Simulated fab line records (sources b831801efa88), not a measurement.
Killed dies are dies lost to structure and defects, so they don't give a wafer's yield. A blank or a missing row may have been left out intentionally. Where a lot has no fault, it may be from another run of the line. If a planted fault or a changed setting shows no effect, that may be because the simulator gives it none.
Matching of chambers	flow gf180mcu	4 sister chambers for GF_V1_ETCH_16 on rie-diel-01
The step etches BARC in N2/H2. 14 wafers are shown with their chamber, then 7 later ones without.

== WAFERS PAIRED WITH THEIR CHAMBERS ==
wafer	chamber	drypump-motor-current-A (A)	h2-flow-sccm (sccm)	throttle-valve-pct (%)
L566.1	0	5.9	200.7	13.221
L566.2	2	6.0	199.8	13.225
L566.4	1	5.8	199.7	13.214
L568.2	3	5.4	200.0	13.234
L568.4	1	5.8	199.4	13.225
L568.6	1	5.8	199.6	13.237
L571.3	2	6.1	199.8	13.220
L571.4	3	5.4	200.9	13.231
L571.6	0	5.9	200.8	13.228
L573.1	0	5.9	200.6	13.223
L573.4	2	6.1	200.3	13.234
L573.5	2	6.0	199.2	13.205
L582.2	0	6.0	199.7	13.230
L582.5	3	5.4	200.0	13.224

SIGNATURES, as means of the wafers listed above
reading	chamber 0	chamber 1	chamber 2	chamber 3	scatter within a chamber
drypump-motor-current-A	5.925	5.800	6.050	5.400	0.0418
h2-flow-sccm	200.450	199.567	199.775	200.300	0.443
throttle-valve-pct	13.22550	13.22533	13.22100	13.22967	0.00901
Rule: for a wafer and a chamber, the distance is found by dividing, reading by reading, the gap between the wafer's reading and the chamber's mean by the reading's scatter, squaring, summing and taking the root. If the next closest chamber is less than 2 further off than the closest, the wafer can't be placed; otherwise it belongs to the closest. How the scatter is found: for the shown wafers, subtract from each reading the mean of its chamber, square and add these, divide the total by (wafers less chambers), then take the root.

== WAFERS WITHOUT THEIR CHAMBER ==
wafer	drypump-motor-current-A (A)	h2-flow-sccm (sccm)	throttle-valve-pct (%)
L582.6	5.9	199.7	13.211
L583.1	5.7	200.3	13.228
L583.3	5.9	199.4	13.207
L583.4	5.4	199.7	13.224
L589.1	6.1	200.7	13.225
L589.2	5.4	200.5	13.224
L589.3	5.8	199.9	13.224

== WHICH CHAMBER EACH ONE RAN IN ==
wafer	from the rows above	in truth
L582.6	can't be placed: 0 or 1 or 2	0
L583.1	1	1
L583.3	can't be placed: 1 or 0 or 2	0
L583.4	3	3
L589.1	can't be placed: 2 or 0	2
L589.2	3	3
L589.3	1	1
Correctly placed: 4 of 7. Not placeable from these rows: 3 (in 3, the candidates include the true chamber). Placed wrongly: 0.
